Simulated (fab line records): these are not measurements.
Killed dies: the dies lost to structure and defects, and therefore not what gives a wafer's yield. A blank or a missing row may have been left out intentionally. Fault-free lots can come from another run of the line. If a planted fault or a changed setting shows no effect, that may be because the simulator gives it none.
A lot that was struck, set against a sound lot ; flow gf180mcu ; 14 steps out of a route of 602
Sound: these wafers, L444.1, L444.3, L444.4. Wafers struck: L436.1, L436.4, L436.6. Last of all comes the cause.
At each step with rows: each side's tool, then ch and its chambers, then its first start. Under that, the readings that differ: sound wafers ; struck wafers ; difference of the means ; sigmas: that difference in standard deviations of wafers without a fault.
alike: words and numbers the same on both sides, and readings whose means are apart by under 2 such deviations; not compared: readings that were withheld, readings missing a value for some wafer, numbers with overlapping values and no deviation given by the record, and bounds like >300 which may hide the same value.
A row with sigmas, a row that says differs or no value, or rows on one side alone: a step with any of these is where the two part. Non-overlapping numbers with no deviation appear without sigmas and do not part them. A reading missing from all wafers of one side parts the sides only when that side holds two or more wafers.

first, 1 step without rows for these wafers: GF_PSD_CLEAN_12 (cleans in SC1/SC2, time 150 s).
GF_PSD_RTA_13: time 20 s.
  sound on rtp-anneal-02 ch 0, day 18 22:45; struck on rtp-anneal-01 ch 0, day 15 23:52
reading;sound;struck;difference;sigmas
lamp-power-pct (%);35.6 35.7 35.7;37.9 37.9 37.9;+2.2;+2
  alike: wafer_temp_C_max
GF_PSD_RS_MEAS_14: uses a four-point probe to measure.
  struck on film-metro-03, day 15 23:56; sound on film-metro-01, day 18 22:50
  alike: NSD_RS
GF_PSD_RS_MEAS_15: uses a four-point probe to measure.
  struck on film-metro-03, day 16 00:04; sound on film-metro-01, day 18 22:57
  alike: PSD_RS
GF_SAB_CVD_00: deposits SiO2 from TEOS, target thk 50 nm, time 4.9302 s.
  sound on pecvd-03 ch 0,2, day 18 23:04; struck on pecvd-04 ch 0,1, day 16 00:11
  alike: heater-power-outer-w, heater-power-w
GF_SAB_THK_MEAS_01:
  struck on film-metro-02, day 16 00:12; sound on film-metro-03, day 18 23:05
  alike: SAB_CVD_00_THK
then, 6 steps without rows for these wafers: GF_SAB_DEHYDRATE_02 (time 60 s); GF_SAB_HMDS_03 (prime time 60 s); GF_SAB_COAT_04 (resist thk 1000 nm); GF_SAB_SOFTBAKE_05 (time 60 s); GF_SAB_EXPOSE_06 (exposes mask SAB, target cd 420 nm); GF_SAB_PEB_07.
GF_SAB_DEVELOP_08: develop time 60 s.
  struck on litho-track-02, day 16 22:02; sound on litho-track-02 ch 0, day 19 23:08
  no value came back on the struck wafers for chill-plate-temp-C (C), develop-time-s (s); on the sound wafers chill-plate-temp-C (C) reads 22.96 22.96 22.87
GF_SAB_CD_MEAS_09: target cd 420 nm.
  struck on cd-sem-02, day 16 22:11; sound on cd-sem-01, day 19 23:17
reading;sound;struck;difference;sigmas
cd-nm (nm);420.8 422.9 421.9;- - -;no value on the struck wafers;

## WHERE THEY PART
First at GF_PSD_RTA_13; last, within this record, at GF_SAB_CD_MEAS_09.

WHY: whatever the simulator had introduced
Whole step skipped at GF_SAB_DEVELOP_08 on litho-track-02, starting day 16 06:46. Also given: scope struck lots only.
